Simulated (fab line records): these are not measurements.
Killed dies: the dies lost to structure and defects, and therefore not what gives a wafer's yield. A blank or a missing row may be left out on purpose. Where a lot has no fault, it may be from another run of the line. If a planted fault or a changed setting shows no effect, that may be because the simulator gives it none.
fab line records :: flow sky130
record
  lots=12
  wafers=36
  last-day=50
route steps=708 shown CONTACT@407 METAL2@484 PAD_OPEN@708
lots with no fault: from the same line, run without faults
start-h: start of the lot's first displayed wafer, in hours after the record's first day :: wait-h: time in hours since the lot's previous step :: " repeats the value in the row above :: L1.1+2: a row that stands for several wafers :: - no value present, or no start provided :: * or withheld: withheld :: < > ~ a bound
route shown NAME@n: a module of which the file shows steps, and the number in the route of the first :: usual: mean/standard deviation of fault-free wafers :: same: alike in all rows :: chamber/n: place in a boat :: sites: the reading at each site :: _std_site: the values' standard deviation :: _edge_site: mean of outer sites minus mean of inner sites :: radius-mm: how far each site lies from the wafer's centre :: mask NAME#n: copy n :: behind: tool/chamber where the wafer was last shaped :: hold: the reason the lot was held/the length of the hold in hours/how it ended :: device: the n, p or np transistor that did not switch :: end of line: at the end of the route, the tests of the same wafers :: step lacking rows: just its recipe :: killed: count of dies lost to structure and defects at first sort (not the wafer's yield) :: map: the dies of a wafer, with x for killed, . for not killed, _ for no die there
set.NAME: the setting that was run; set.NAME@STEP: the one run at that earlier step :: model.NAME: the simulator's own value behind a step, which no gauge read
one table for each step of the route and one row for each wafer, over a sample of lots
services: the hour from which a tool's chamber was out of use, counted from the record's first day as start-h (under 0 if before that day), plus the number of hours and why
## steps
# step SKY_CONTACT_THK_MEAS_01
# recipe
  reads=Si3N4_of_CONTACT_CVD_00
# usual
  CONTACT_CVD_00_THK=75.2/1.3
lot.wafer: L614.2
tool: film-metro-03
chamber: -
start-h: 713.29
wait-h: -
CONTACT_CVD_00_THK[nm]: 74.4

lot.wafer: L614.3
tool: film-metro-03
chamber: -
start-h: 713.29
wait-h: -
CONTACT_CVD_00_THK[nm]: 74.8

lot.wafer: L614.4
tool: film-metro-03
chamber: -
start-h: 713.29
wait-h: -
CONTACT_CVD_00_THK[nm]: 76.0

lot.wafer: L615.1
tool: film-metro-01
chamber: -
start-h: 714.38
wait-h: -
CONTACT_CVD_00_THK[nm]: 73.8

lot.wafer: L615.5
tool: film-metro-01
chamber: -
start-h: 714.38
wait-h: -
CONTACT_CVD_00_THK[nm]: 75.5

lot.wafer: L615.6
tool: film-metro-01
chamber: -
start-h: 714.38
wait-h: -
CONTACT_CVD_00_THK[nm]: 75.8

lot.wafer: L616.1
tool: film-metro-03
chamber: -
start-h: 726.36
wait-h: -
CONTACT_CVD_00_THK[nm]: 75.9

lot.wafer: L616.3
tool: film-metro-03
chamber: -
start-h: 726.36
wait-h: -
CONTACT_CVD_00_THK[nm]: 75.8

lot.wafer: L616.5
tool: film-metro-03
chamber: -
start-h: 726.36
wait-h: -
CONTACT_CVD_00_THK[nm]: 76.4

lot.wafer: L622.3
tool: film-metro-01
chamber: -
start-h: 768.15
wait-h: -
CONTACT_CVD_00_THK[nm]: 74.6

lot.wafer: L622.5
tool: film-metro-01
chamber: -
start-h: 768.15
wait-h: -
CONTACT_CVD_00_THK[nm]: 75.5

lot.wafer: L622.6
tool: film-metro-01
chamber: -
start-h: 768.15
wait-h: -
CONTACT_CVD_00_THK[nm]: 77.2

lot.wafer: L621.1
tool: film-metro-01
chamber: -
start-h: 769.33
wait-h: -
CONTACT_CVD_00_THK[nm]: 72.3

lot.wafer: L621.4
tool: film-metro-01
chamber: -
start-h: 769.33
wait-h: -
CONTACT_CVD_00_THK[nm]: 73.6

lot.wafer: L621.5
tool: film-metro-01
chamber: -
start-h: 769.33
wait-h: -
CONTACT_CVD_00_THK[nm]: 74.3

lot.wafer: L625.2
tool: film-metro-03
chamber: -
start-h: 791.23
wait-h: -
CONTACT_CVD_00_THK[nm]: 76.6

lot.wafer: L625.3
tool: film-metro-03
chamber: -
start-h: 791.23
wait-h: -
CONTACT_CVD_00_THK[nm]: 75.9

lot.wafer: L625.4
tool: film-metro-03
chamber: -
start-h: 791.23
wait-h: -
CONTACT_CVD_00_THK[nm]: 77.0

lot.wafer: L624.1
tool: film-metro-01
chamber: -
start-h: 792.52
wait-h: -
CONTACT_CVD_00_THK[nm]: 73.0

lot.wafer: L624.2
tool: film-metro-01
chamber: -
start-h: 792.52
wait-h: -
CONTACT_CVD_00_THK[nm]: 73.4

lot.wafer: L624.6
tool: film-metro-01
chamber: -
start-h: 792.52
wait-h: -
CONTACT_CVD_00_THK[nm]: 73.3

lot.wafer: L626.1
tool: film-metro-03
chamber: -
start-h: 795.82
wait-h: -
CONTACT_CVD_00_THK[nm]: 74.7

lot.wafer: L626.5
tool: film-metro-03
chamber: -
start-h: 795.82
wait-h: -
CONTACT_CVD_00_THK[nm]: 75.9

lot.wafer: L626.6
tool: film-metro-03
chamber: -
start-h: 795.82
wait-h: -
CONTACT_CVD_00_THK[nm]: 76.1

lot.wafer: L629.1
tool: film-metro-02
chamber: -
start-h: 821.48
wait-h: -
CONTACT_CVD_00_THK[nm]: 73.6

lot.wafer: L629.2
tool: film-metro-02
chamber: -
start-h: 821.48
wait-h: -
CONTACT_CVD_00_THK[nm]: 75.2

lot.wafer: L629.5
tool: film-metro-02
chamber: -
start-h: 821.48
wait-h: -
CONTACT_CVD_00_THK[nm]: 74.7

lot.wafer: L633.1
tool: film-metro-02
chamber: -
start-h: 864.27
wait-h: -
CONTACT_CVD_00_THK[nm]: 72.3

lot.wafer: L633.5
tool: film-metro-02
chamber: -
start-h: 864.27
wait-h: -
CONTACT_CVD_00_THK[nm]: 73.2

lot.wafer: L633.6
tool: film-metro-02
chamber: -
start-h: 864.27
wait-h: -
CONTACT_CVD_00_THK[nm]: 73.3

lot.wafer: L634.2
tool: film-metro-01
chamber: -
start-h: 865.11
wait-h: -
CONTACT_CVD_00_THK[nm]: 73.5

lot.wafer: L634.5
tool: film-metro-01
chamber: -
start-h: 865.11
wait-h: -
CONTACT_CVD_00_THK[nm]: 74.3

lot.wafer: L634.6
tool: film-metro-01
chamber: -
start-h: 865.11
wait-h: -
CONTACT_CVD_00_THK[nm]: 74.9

lot.wafer: L635.2
tool: film-metro-03
chamber: -
start-h: 869.58
wait-h: -
CONTACT_CVD_00_THK[nm]: 75.5

lot.wafer: L635.3
tool: film-metro-03
chamber: -
start-h: 869.58
wait-h: -
CONTACT_CVD_00_THK[nm]: 74.3

lot.wafer: L635.4
tool: film-metro-03
chamber: -
start-h: 869.58
wait-h: -
CONTACT_CVD_00_THK[nm]: 75.7
# step SKY_CONTACT_SPUTTER_23
# recipe
  material=TiN
  target-thk-nm=20
  chamber-pressure-pa=5
  power-w=4000
  time-s=80
# usual
  cathode-dc-power-W=4000.0/0.75
  chamber-pressure-pa=4.999/0.0099
  throttle-valve-pct=30.4/1.4
lot.wafer: L614.2
tool: pvd-sputter-03
chamber: -
start-h: 742.51
wait-h: 0.0
cathode-dc-power-W: 3999.7
chamber-pressure-pa: 5.002
throttle-valve-pct: 28.7

lot.wafer: L614.3
tool: pvd-sputter-03
chamber: -
start-h: 742.51
wait-h: 0.0
cathode-dc-power-W: 4000.4
chamber-pressure-pa: 5.005
throttle-valve-pct: 28.8

lot.wafer: L614.4
tool: pvd-sputter-03
chamber: -
start-h: 742.51
wait-h: 0.0
cathode-dc-power-W: 4001.1
chamber-pressure-pa: 4.996
throttle-valve-pct: 30.2

lot.wafer: L615.1
tool: pvd-sputter-01
chamber: -
start-h: 744.53
wait-h: 0.0
cathode-dc-power-W: 4000.0
chamber-pressure-pa: 4.994
throttle-valve-pct: 31.9

lot.wafer: L615.5
tool: pvd-sputter-01
chamber: -
start-h: 744.53
wait-h: 0.0
cathode-dc-power-W: 3999.8
chamber-pressure-pa: 4.993
throttle-valve-pct: 29.9

lot.wafer: L615.6
tool: pvd-sputter-01
chamber: -
start-h: 744.53
wait-h: 0.0
cathode-dc-power-W: 4000.3
chamber-pressure-pa: 5.011
throttle-valve-pct: 32.1

lot.wafer: L616.1
tool: pvd-sputter-04
chamber: -
start-h: 755.34
wait-h: 0.0
cathode-dc-power-W: 4000.5
chamber-pressure-pa: 5.000
throttle-valve-pct: 31.5

lot.wafer: L616.3
tool: pvd-sputter-04
chamber: -
start-h: 755.34
wait-h: 0.0
cathode-dc-power-W: 4000.5
chamber-pressure-pa: 4.985
throttle-valve-pct: 27.6

lot.wafer: L616.5
tool: pvd-sputter-04
chamber: -
start-h: 755.34
wait-h: 0.0
cathode-dc-power-W: 4000.2
chamber-pressure-pa: 4.999
throttle-valve-pct: 30.9

lot.wafer: L622.3
tool: pvd-sputter-03
chamber: -
start-h: 797.10
wait-h: 0.0
cathode-dc-power-W: 4000.2
chamber-pressure-pa: 4.995
throttle-valve-pct: 30.5

lot.wafer: L622.5
tool: pvd-sputter-03
chamber: -
start-h: 797.10
wait-h: 0.0
cathode-dc-power-W: 3999.5
chamber-pressure-pa: 5.016
throttle-valve-pct: 28.7

lot.wafer: L622.6
tool: pvd-sputter-03
chamber: -
start-h: 797.10
wait-h: 0.0
cathode-dc-power-W: 4000.2
chamber-pressure-pa: 4.998
throttle-valve-pct: 28.9

lot.wafer: L621.1
tool: pvd-sputter-01
chamber: -
start-h: 797.23
wait-h: 0.0
cathode-dc-power-W: 4001.1
chamber-pressure-pa: 4.992
throttle-valve-pct: 31.7

lot.wafer: L621.4
tool: pvd-sputter-01
chamber: -
start-h: 797.23
wait-h: 0.0
cathode-dc-power-W: 4000.2
chamber-pressure-pa: 4.996
throttle-valve-pct: 32.2

lot.wafer: L621.5
tool: pvd-sputter-01
chamber: -
start-h: 797.23
wait-h: 0.0
cathode-dc-power-W: 3999.5
chamber-pressure-pa: 5.028
throttle-valve-pct: 32.0

lot.wafer: L625.2
tool: pvd-sputter-03
chamber: -
start-h: 819.17
wait-h: 0.0
cathode-dc-power-W: 3999.7
chamber-pressure-pa: 4.999
throttle-valve-pct: 30.2

lot.wafer: L625.3
tool: pvd-sputter-03
chamber: -
start-h: 819.17
wait-h: 0.0
cathode-dc-power-W: 3999.1
chamber-pressure-pa: 4.993
throttle-valve-pct: 29.1

lot.wafer: L625.4
tool: pvd-sputter-03
chamber: -
start-h: 819.17
wait-h: 0.0
cathode-dc-power-W: 4000.6
chamber-pressure-pa: 4.998
throttle-valve-pct: 28.6

lot.wafer: L624.1
tool: pvd-sputter-01
chamber: -
start-h: 820.62
wait-h: 0.0
cathode-dc-power-W: 3999.1
chamber-pressure-pa: 5.004
throttle-valve-pct: 29.8

lot.wafer: L624.2
tool: pvd-sputter-01
chamber: -
start-h: 820.62
wait-h: 0.0
cathode-dc-power-W: 3999.0
chamber-pressure-pa: 5.006
throttle-valve-pct: 32.1

lot.wafer: L624.6
tool: pvd-sputter-01
chamber: -
start-h: 820.62
wait-h: 0.0
cathode-dc-power-W: 4000.7
chamber-pressure-pa: 5.002
throttle-valve-pct: 32.0

lot.wafer: L626.1
tool: pvd-sputter-01
chamber: -
start-h: 823.42
wait-h: 0.0
cathode-dc-power-W: 4000.3
chamber-pressure-pa: 4.991
throttle-valve-pct: 32.1

lot.wafer: L626.5
tool: pvd-sputter-01
chamber: -
start-h: 823.42
wait-h: 0.0
cathode-dc-power-W: 4000.2
chamber-pressure-pa: 5.000
throttle-valve-pct: 32.5

lot.wafer: L626.6
tool: pvd-sputter-01
chamber: -
start-h: 823.42
wait-h: 0.0
cathode-dc-power-W: 3999.6
chamber-pressure-pa: 4.981
throttle-valve-pct: 32.2

lot.wafer: L629.1
tool: pvd-sputter-01
chamber: -
start-h: 848.87
wait-h: 0.0
cathode-dc-power-W: 4000.0
chamber-pressure-pa: 4.996
throttle-valve-pct: 32.3

lot.wafer: L629.2
tool: pvd-sputter-01
chamber: -
start-h: 848.87
wait-h: 0.0
cathode-dc-power-W: 3998.9
chamber-pressure-pa: 4.971
throttle-valve-pct: 32.7

lot.wafer: L629.5
tool: pvd-sputter-01
chamber: -
start-h: 848.87
wait-h: 0.0
cathode-dc-power-W: 3999.5
chamber-pressure-pa: 5.008
throttle-valve-pct: 32.1

lot.wafer: L633.1
tool: pvd-sputter-01
chamber: -
start-h: 892.18
wait-h: 0.0
cathode-dc-power-W: 4000.2
chamber-pressure-pa: 4.995
throttle-valve-pct: 32.0

lot.wafer: L633.5
tool: pvd-sputter-01
chamber: -
start-h: 892.18
wait-h: 0.0
cathode-dc-power-W: 4000.1
chamber-pressure-pa: 4.998
throttle-valve-pct: 29.9

lot.wafer: L633.6
tool: pvd-sputter-01
chamber: -
start-h: 892.18
wait-h: 0.0
cathode-dc-power-W: 3999.8
chamber-pressure-pa: 5.009
throttle-valve-pct: 31.7

lot.wafer: L634.2
tool: pvd-sputter-03
chamber: -
start-h: 892.50
wait-h: 0.0
cathode-dc-power-W: 4000.0
chamber-pressure-pa: 4.990
throttle-valve-pct: 29.3

lot.wafer: L634.5
tool: pvd-sputter-03
chamber: -
start-h: 892.50
wait-h: 0.0
cathode-dc-power-W: 4001.3
chamber-pressure-pa: 4.981
throttle-valve-pct: 28.7

lot.wafer: L634.6
tool: pvd-sputter-03
chamber: -
start-h: 892.50
wait-h: 0.0
cathode-dc-power-W: 4000.7
chamber-pressure-pa: 4.998
throttle-valve-pct: 30.0

lot.wafer: L635.2
tool: pvd-sputter-03
chamber: -
start-h: 895.93
wait-h: 0.0
cathode-dc-power-W: 3999.7
chamber-pressure-pa: 5.003
throttle-valve-pct: 30.0

lot.wafer: L635.3
tool: pvd-sputter-03
chamber: -
start-h: 895.93
wait-h: 0.0
cathode-dc-power-W: 3999.6
chamber-pressure-pa: 5.008
throttle-valve-pct: 29.0

lot.wafer: L635.4
tool: pvd-sputter-03
chamber: -
start-h: 895.93
wait-h: 0.0
cathode-dc-power-W: 3999.7
chamber-pressure-pa: 4.988
throttle-valve-pct: 29.5
# step SKY_CONTACT_RS_MEAS_25
# recipe
  thk-meas-gauge=four-point-probe
  reads=W_of_CONTACT_CVD_24+TiN_of_CONTACT_SPUTTER_23
# usual
  CONTACT_W_RS=0.341/0.0038
lot.wafer: L614.2
tool: film-metro-01
chamber: -
start-h: 742.71
wait-h: 0.1
CONTACT_W_RS[ohm/sq]: 0.345

lot.wafer: L614.3
tool: film-metro-01
chamber: -
start-h: 742.71
wait-h: 0.1
CONTACT_W_RS[ohm/sq]: 0.351

lot.wafer: L614.4
tool: film-metro-01
chamber: -
start-h: 742.71
wait-h: 0.1
CONTACT_W_RS[ohm/sq]: 0.347

lot.wafer: L615.1
tool: film-metro-01
chamber: -
start-h: 744.70
wait-h: 0.1
CONTACT_W_RS[ohm/sq]: 0.337

lot.wafer: L615.5
tool: film-metro-01
chamber: -
start-h: 744.70
wait-h: 0.1
CONTACT_W_RS[ohm/sq]: 0.338

lot.wafer: L615.6
tool: film-metro-01
chamber: -
start-h: 744.70
wait-h: 0.1
CONTACT_W_RS[ohm/sq]: 0.339

lot.wafer: L616.1
tool: film-metro-03
chamber: -
start-h: 755.51
wait-h: 0.1
CONTACT_W_RS[ohm/sq]: 0.344

lot.wafer: L616.3
tool: film-metro-03
chamber: -
start-h: 755.51
wait-h: 0.1
CONTACT_W_RS[ohm/sq]: 0.343

lot.wafer: L616.5
tool: film-metro-03
chamber: -
start-h: 755.51
wait-h: 0.1
CONTACT_W_RS[ohm/sq]: 0.344

lot.wafer: L622.3
tool: film-metro-01
chamber: -
start-h: 797.31
wait-h: 0.1
CONTACT_W_RS[ohm/sq]: 0.341

lot.wafer: L622.5
tool: film-metro-01
chamber: -
start-h: 797.31
wait-h: 0.1
CONTACT_W_RS[ohm/sq]: 0.336

lot.wafer: L622.6
tool: film-metro-01
chamber: -
start-h: 797.31
wait-h: 0.1
CONTACT_W_RS[ohm/sq]: 0.342

lot.wafer: L621.1
tool: film-metro-02
chamber: -
start-h: 797.40
wait-h: 0.1
CONTACT_W_RS[ohm/sq]: 0.338

lot.wafer: L621.4
tool: film-metro-02
chamber: -
start-h: 797.40
wait-h: 0.1
CONTACT_W_RS[ohm/sq]: 0.337

lot.wafer: L621.5
tool: film-metro-02
chamber: -
start-h: 797.40
wait-h: 0.1
CONTACT_W_RS[ohm/sq]: 0.339

lot.wafer: L625.2
tool: film-metro-01
chamber: -
start-h: 819.36
wait-h: 0.1
CONTACT_W_RS[ohm/sq]: 0.343

lot.wafer: L625.3
tool: film-metro-01
chamber: -
start-h: 819.36
wait-h: 0.1
CONTACT_W_RS[ohm/sq]: 0.342

lot.wafer: L625.4
tool: film-metro-01
chamber: -
start-h: 819.36
wait-h: 0.1
CONTACT_W_RS[ohm/sq]: 0.342

lot.wafer: L624.1
tool: film-metro-02
chamber: -
start-h: 820.79
wait-h: 0.1
CONTACT_W_RS[ohm/sq]: 0.336

lot.wafer: L624.2
tool: film-metro-02
chamber: -
start-h: 820.79
wait-h: 0.1
CONTACT_W_RS[ohm/sq]: 0.335

lot.wafer: L624.6
tool: film-metro-02
chamber: -
start-h: 820.79
wait-h: 0.1
CONTACT_W_RS[ohm/sq]: 0.338

lot.wafer: L626.1
tool: film-metro-03
chamber: -
start-h: 823.59
wait-h: 0.1
CONTACT_W_RS[ohm/sq]: 0.339

lot.wafer: L626.5
tool: film-metro-03
chamber: -
start-h: 823.59
wait-h: 0.1
CONTACT_W_RS[ohm/sq]: 0.341

lot.wafer: L626.6
tool: film-metro-03
chamber: -
start-h: 823.59
wait-h: 0.1
CONTACT_W_RS[ohm/sq]: 0.339

lot.wafer: L629.1
tool: film-metro-01
chamber: -
start-h: 849.04
wait-h: 0.1
CONTACT_W_RS[ohm/sq]: 0.341

lot.wafer: L629.2
tool: film-metro-01
chamber: -
start-h: 849.04
wait-h: 0.1
CONTACT_W_RS[ohm/sq]: 0.348

lot.wafer: L629.5
tool: film-metro-01
chamber: -
start-h: 849.04
wait-h: 0.1
CONTACT_W_RS[ohm/sq]: 0.339

lot.wafer: L633.1
tool: film-metro-03
chamber: -
start-h: 892.35
wait-h: 0.1
CONTACT_W_RS[ohm/sq]: 0.338

lot.wafer: L633.5
tool: film-metro-03
chamber: -
start-h: 892.35
wait-h: 0.1
CONTACT_W_RS[ohm/sq]: 0.342

lot.wafer: L633.6
tool: film-metro-03
chamber: -
start-h: 892.35
wait-h: 0.1
CONTACT_W_RS[ohm/sq]: 0.343

lot.wafer: L634.2
tool: film-metro-02
chamber: -
start-h: 892.69
wait-h: 0.1
CONTACT_W_RS[ohm/sq]: 0.346

lot.wafer: L634.5
tool: film-metro-02
chamber: -
start-h: 892.69
wait-h: 0.1
CONTACT_W_RS[ohm/sq]: 0.338

lot.wafer: L634.6
tool: film-metro-02
chamber: -
start-h: 892.69
wait-h: 0.1
CONTACT_W_RS[ohm/sq]: 0.346

lot.wafer: L635.2
tool: film-metro-02
chamber: -
start-h: 896.13
wait-h: 0.1
CONTACT_W_RS[ohm/sq]: 0.336

lot.wafer: L635.3
tool: film-metro-02
chamber: -
start-h: 896.13
wait-h: 0.1
CONTACT_W_RS[ohm/sq]: 0.335

lot.wafer: L635.4
tool: film-metro-02
chamber: -
start-h: 896.13
wait-h: 0.1
CONTACT_W_RS[ohm/sq]: 0.336
# step SKY_METAL2_SPUTTER_01
# recipe
  material=TiN
  target-thk-nm=20
  power-w=6500
  time-s=16.7
  chamber-pressure-pa=0.4
# usual
  cathode-dc-power-W=6499.9/1.1
  chamber-pressure-pa=0.4000/0.00081
  throttle-valve-pct=30.2/1.4
lot.wafer: L614.2
tool: pvd-sputter-03
chamber: -
start-h: 800.25
wait-h: 0.0
cathode-dc-power-W: 6499.5
chamber-pressure-pa: 0.4006
throttle-valve-pct: 29.9

lot.wafer: L614.3
tool: pvd-sputter-03
chamber: -
start-h: 800.25
wait-h: 0.0
cathode-dc-power-W: 6501.0
chamber-pressure-pa: 0.3996
throttle-valve-pct: 29.2

lot.wafer: L614.4
tool: pvd-sputter-03
chamber: -
start-h: 800.25
wait-h: 0.0
cathode-dc-power-W: 6500.0
chamber-pressure-pa: 0.3997
throttle-valve-pct: 28.8

lot.wafer: L615.1
tool: pvd-sputter-01
chamber: -
start-h: 802.77
wait-h: 0.0
cathode-dc-power-W: 6499.0
chamber-pressure-pa: 0.4004
throttle-valve-pct: 32.0

lot.wafer: L615.5
tool: pvd-sputter-01
chamber: -
start-h: 802.77
wait-h: 0.0
cathode-dc-power-W: 6500.8
chamber-pressure-pa: 0.3996
throttle-valve-pct: 32.0

lot.wafer: L615.6
tool: pvd-sputter-01
chamber: -
start-h: 802.77
wait-h: 0.0
cathode-dc-power-W: 6498.5
chamber-pressure-pa: 0.3988
throttle-valve-pct: 31.8

lot.wafer: L616.1
tool: pvd-sputter-01
chamber: -
start-h: 811.37
wait-h: 0.0
cathode-dc-power-W: 6500.7
chamber-pressure-pa: 0.3993
throttle-valve-pct: 32.0

lot.wafer: L616.3
tool: pvd-sputter-01
chamber: -
start-h: 811.37
wait-h: 0.0
cathode-dc-power-W: 6501.6
chamber-pressure-pa: 0.4009
throttle-valve-pct: 30.0

lot.wafer: L616.5
tool: pvd-sputter-01
chamber: -
start-h: 811.37
wait-h: 0.0
cathode-dc-power-W: 6498.7
chamber-pressure-pa: 0.4010
throttle-valve-pct: 32.0

lot.wafer: L622.3
tool: pvd-sputter-02
chamber: -
start-h: 853.82
wait-h: 0.0
cathode-dc-power-W: 6497.9
chamber-pressure-pa: 0.3995
throttle-valve-pct: 28.5

lot.wafer: L622.5
tool: pvd-sputter-02
chamber: -
start-h: 853.82
wait-h: 0.0
cathode-dc-power-W: 6500.2
chamber-pressure-pa: 0.4005
throttle-valve-pct: 30.2

lot.wafer: L622.6
tool: pvd-sputter-02
chamber: -
start-h: 853.82
wait-h: 0.0
cathode-dc-power-W: 6500.5
chamber-pressure-pa: 0.3998
throttle-valve-pct: 29.5

lot.wafer: L621.1
tool: pvd-sputter-01
chamber: -
start-h: 853.92
wait-h: 0.0
cathode-dc-power-W: 6500.3
chamber-pressure-pa: 0.3987
throttle-valve-pct: 32.1

lot.wafer: L621.4
tool: pvd-sputter-01
chamber: -
start-h: 853.92
wait-h: 0.0
cathode-dc-power-W: 6501.5
chamber-pressure-pa: 0.3986
throttle-valve-pct: 29.8

lot.wafer: L621.5
tool: pvd-sputter-01
chamber: -
start-h: 853.92
wait-h: 0.0
cathode-dc-power-W: 6500.0
chamber-pressure-pa: 0.3995
throttle-valve-pct: 29.9

lot.wafer: L625.2
tool: pvd-sputter-02
chamber: -
start-h: 876.02
wait-h: 0.0
cathode-dc-power-W: -
chamber-pressure-pa: -
throttle-valve-pct: -

lot.wafer: L625.3
tool: pvd-sputter-02
chamber: -
start-h: 876.02
wait-h: 0.0
cathode-dc-power-W: -
chamber-pressure-pa: -
throttle-valve-pct: -

lot.wafer: L625.4
tool: pvd-sputter-02
chamber: -
start-h: 876.02
wait-h: 0.0
cathode-dc-power-W: -
chamber-pressure-pa: -
throttle-valve-pct: -

lot.wafer: L624.1
tool: pvd-sputter-01
chamber: -
start-h: 877.51
wait-h: 0.0
cathode-dc-power-W: -
chamber-pressure-pa: -
throttle-valve-pct: -

lot.wafer: L624.2
tool: pvd-sputter-01
chamber: -
start-h: 877.51
wait-h: 0.0
cathode-dc-power-W: -
chamber-pressure-pa: -
throttle-valve-pct: -

lot.wafer: L624.6
tool: pvd-sputter-01
chamber: -
start-h: 877.51
wait-h: 0.0
cathode-dc-power-W: -
chamber-pressure-pa: -
throttle-valve-pct: -

lot.wafer: L626.1
tool: pvd-sputter-02
chamber: -
start-h: 880.41
wait-h: 0.0
cathode-dc-power-W: -
chamber-pressure-pa: -
throttle-valve-pct: -

lot.wafer: L626.5
tool: pvd-sputter-02
chamber: -
start-h: 880.41
wait-h: 0.0
cathode-dc-power-W: -
chamber-pressure-pa: -
throttle-valve-pct: -

lot.wafer: L626.6
tool: pvd-sputter-02
chamber: -
start-h: 880.41
wait-h: 0.0
cathode-dc-power-W: -
chamber-pressure-pa: -
throttle-valve-pct: -

lot.wafer: L629.1
tool: pvd-sputter-02
chamber: -
start-h: 906.22
wait-h: 0.0
cathode-dc-power-W: 6499.0
chamber-pressure-pa: 0.3979
throttle-valve-pct: 28.3

lot.wafer: L629.2
tool: pvd-sputter-02
chamber: -
start-h: 906.22
wait-h: 0.0
cathode-dc-power-W: 6499.1
chamber-pressure-pa: 0.3991
throttle-valve-pct: 28.6

lot.wafer: L629.5
tool: pvd-sputter-02
chamber: -
start-h: 906.22
wait-h: 0.0
cathode-dc-power-W: 6500.2
chamber-pressure-pa: 0.3994
throttle-valve-pct: 28.5

lot.wafer: L633.1
tool: pvd-sputter-02
chamber: -
start-h: 946.37
wait-h: 0.0
cathode-dc-power-W: 6497.1
chamber-pressure-pa: 0.4008
throttle-valve-pct: 30.4

lot.wafer: L633.5
tool: pvd-sputter-02
chamber: -
start-h: 946.37
wait-h: 0.0
cathode-dc-power-W: 6500.0
chamber-pressure-pa: 0.3995
throttle-valve-pct: 28.7

lot.wafer: L633.6
tool: pvd-sputter-02
chamber: -
start-h: 946.37
wait-h: 0.0
cathode-dc-power-W: 6500.6
chamber-pressure-pa: 0.4010
throttle-valve-pct: 28.8

lot.wafer: L634.2
tool: pvd-sputter-01
chamber: -
start-h: 947.01
wait-h: 0.0
cathode-dc-power-W: 6499.8
chamber-pressure-pa: 0.3994
throttle-valve-pct: 32.2

lot.wafer: L634.5
tool: pvd-sputter-01
chamber: -
start-h: 947.01
wait-h: 0.0
cathode-dc-power-W: 6499.9
chamber-pressure-pa: 0.4000
throttle-valve-pct: 31.8

lot.wafer: L634.6
tool: pvd-sputter-01
chamber: -
start-h: 947.01
wait-h: 0.0
cathode-dc-power-W: 6497.7
chamber-pressure-pa: 0.4005
throttle-valve-pct: 32.0

lot.wafer: L635.2
tool: pvd-sputter-01
chamber: -
start-h: 949.72
wait-h: 0.0
cathode-dc-power-W: 6498.8
chamber-pressure-pa: 0.3996
throttle-valve-pct: 31.8

lot.wafer: L635.3
tool: pvd-sputter-01
chamber: -
start-h: 949.72
wait-h: 0.0
cathode-dc-power-W: 6498.5
chamber-pressure-pa: 0.3996
throttle-valve-pct: 32.2

lot.wafer: L635.4
tool: pvd-sputter-01
chamber: -
start-h: 949.72
wait-h: 0.0
cathode-dc-power-W: 6499.7
chamber-pressure-pa: 0.4006
throttle-valve-pct: 30.2
# step SKY_PAD_OPEN_PROBE_99
# usual
  defect-limited-yield=82.2/1.9
  killed_at_M0_to_M3=43/6.3
  killed_at_M4_up=3.3/1.7
  killed-at-contacts=24/5.4
  killed-at-front-end=16/4.6
  killed-at-other=0.4/0.7
  killed-dies=87/9.4
  killed-open=47/6.9
  killed-short=39/6.1
  sort_bin_3_pad_short=0.9/0.45
  sort_bin_5_function=10.6/1.5
  sort_bin_6_memory=6.3/1.2
  sort-n-pass=405/9.4
  sort-yield-pct=82.2/1.9
# same
  gross-dies=492
  killed-at-back-side=0
  sort_bin_4_leakage[%]=0
  sort_bin_8_speed[%]=0
lot.wafer: L629.1
tool: prober-02
chamber: -
start-h: 1159.45
wait-h: 0.1
defect-limited-yield[%]: 82.3
killed_at_M0_to_M3: 43
killed_at_M4_up: 5
killed-at-contacts: 24
killed-at-front-end: 13
killed-at-other: 2
killed-dies: 87
killed-open: 48
killed-short: 38
sort_bin_3_pad_short[%]: 0.4
sort_bin_5_function[%]: 11.0
sort_bin_6_memory[%]: 6.3
sort-n-pass: 405
sort-yield-pct[%]: 82.3

lot.wafer: L629.2
tool: prober-02
chamber: -
start-h: 1159.50
wait-h: 0.1
defect-limited-yield[%]: 85.2
killed_at_M0_to_M3: 32
killed_at_M4_up: 5
killed-at-contacts: 23
killed-at-front-end: 13
killed-at-other: 0
killed-dies: 73
killed-open: 39
killed-short: 33
sort_bin_3_pad_short[%]: 0.4
sort_bin_5_function[%]: 9.3
sort_bin_6_memory[%]: 5.1
sort-n-pass: 419
sort-yield-pct[%]: 85.2

lot.wafer: L629.5
tool: prober-02
chamber: -
start-h: 1159.65
wait-h: 0.2
defect-limited-yield[%]: 81.7
killed_at_M0_to_M3: 38
killed_at_M4_up: 2
killed-at-contacts: 30
killed-at-front-end: 20
killed-at-other: 0
killed-dies: 90
killed-open: 44
killed-short: 46
sort_bin_3_pad_short[%]: 1.0
sort_bin_5_function[%]: 10.4
sort_bin_6_memory[%]: 6.9
sort-n-pass: 402
sort-yield-pct[%]: 81.7
# killed by level:class
L629.1 CONTACT:geometric-particle:open=9 METAL1:geometric-particle:short=8 VIA1:geometric-particle:open=8 LOCAL_INTERCONNECT:geometric-particle:short=7 VIA2:geometric-particle:open=6 LI_CONTACT:geometric-particle:open=5 METAL2:geometric-particle:short=5 METAL3:geometric-particle:short=4
L629.2 METAL2:geometric-particle:short=11 CONTACT:geometric-particle:open=8 LI_CONTACT:geometric-particle:open=6 CONTACT:geometric-particle:short=6 VIA2:geometric-particle:open=6 FIELD_ISO:geometric-particle:open=3 POLY_GATE:geometric-particle:open=3 POLY_GATE:geometric-particle:short=3
L629.5 CONTACT:geometric-particle:open=10 METAL2:geometric-particle:short=8 FIELD_ISO:geometric-particle:short=7 VIA1:geometric-particle:open=7 VIA2:geometric-particle:open=7 LI_CONTACT:geometric-particle:open=6 VIA1:geometric-particle:short=5 LI_CONTACT:geometric-particle:short=5
## services
tool: pvd-sputter-02
chamber: -
start-h: 720.30
hours: 2.0
kind: repair

tool: pvd-sputter-03
chamber: -
start-h: 727.97
hours: 2.6
kind: repair

tool: pvd-sputter-03
chamber: -
start-h: 860.00
hours: 0.5
kind: repair

tool: pvd-sputter-01
chamber: -
start-h: 874.15
hours: 2.3
kind: repair
## key
first-sign
  step=SKY_METAL2_SPUTTER_01
  reading=tool-record
  direction=missing
effect none on later readings
met-at SKY_METAL2_SPUTTER_01
struck-lots L624,L625,L626
not-acting-at SKY_CONTACT_THK_MEAS_01,SKY_CONTACT_SPUTTER_23,SKY_CONTACT_RS_MEAS_25
onset-between 853.92 876.02
fault
  kind=skipped-step-whole
  tool=pvd-sputter-01,pvd-sputter-02
  chamber=-
  onset-h=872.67
  steps=SKY_METAL2_SPUTTER_01
  scope=struck-lots-only
